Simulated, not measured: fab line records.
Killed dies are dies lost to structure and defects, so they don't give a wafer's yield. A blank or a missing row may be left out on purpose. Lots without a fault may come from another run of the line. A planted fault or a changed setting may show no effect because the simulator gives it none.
Chamber matching -- flow sky130 -- SKY_VIA1_ETCH_15 on rie_diel-04: 4 sister chambers
The step etches SiO2 in C4F8/O2/Ar, stops on TiN, target depth 351 nm, time 54 s. 4 wafers are shown with their chamber, then 8 later ones without.

WAFERS PAIRED WITH THEIR CHAMBERS
wafer,chamber,bias_w (W)
L074.4,1,1196
L082.5,0,1200
L081.5,3,1197
L087.4,2,1204

WAFERS WITHOUT THEIR CHAMBER
wafer,bias_w (W)
L087.5,1193
L087.6,1200
L090.2,1195
L090.4,1196
L090.5,1196
L095.1,1200
L095.3,1212
L095.5,1202

WHICH CHAMBER EACH ONE RAN IN
wafer,from the rows above,in truth
L087.5,can't be placed: 1 or 3 or 0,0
L087.6,can't be placed: 0 or 3 or 1 or 2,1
L090.2,can't be placed: 1 or 3 or 0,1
L090.4,can't be placed: 1 or 3 or 0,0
L090.5,can't be placed: 1 or 3 or 0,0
L095.1,can't be placed: 0 or 3 or 1 or 2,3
L095.3,can't be placed: 2 or 0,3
L095.5,can't be placed: 0 or 2 or 3 or 1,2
Correct placement for 0 of the 8. Not placeable from these rows: 8 (in 7, the candidates include the true chamber). Wrongly placed: 0.
How it was worked out, from the rows above alone: a wafer's distance from a chamber is the root of the sum, over the readings, of the square of ((its reading less the chamber's mean) divided by the reading's scatter). If the next closest chamber is less than 2 further off than the closest, the wafer can't be placed; otherwise it belongs to the closest. A chamber's mean is the mean of its shown wafers. The scatter (one wafer shown for each chamber): square how far every hidden wafer sits from the nearest shown wafer, average those squares and take the square root.
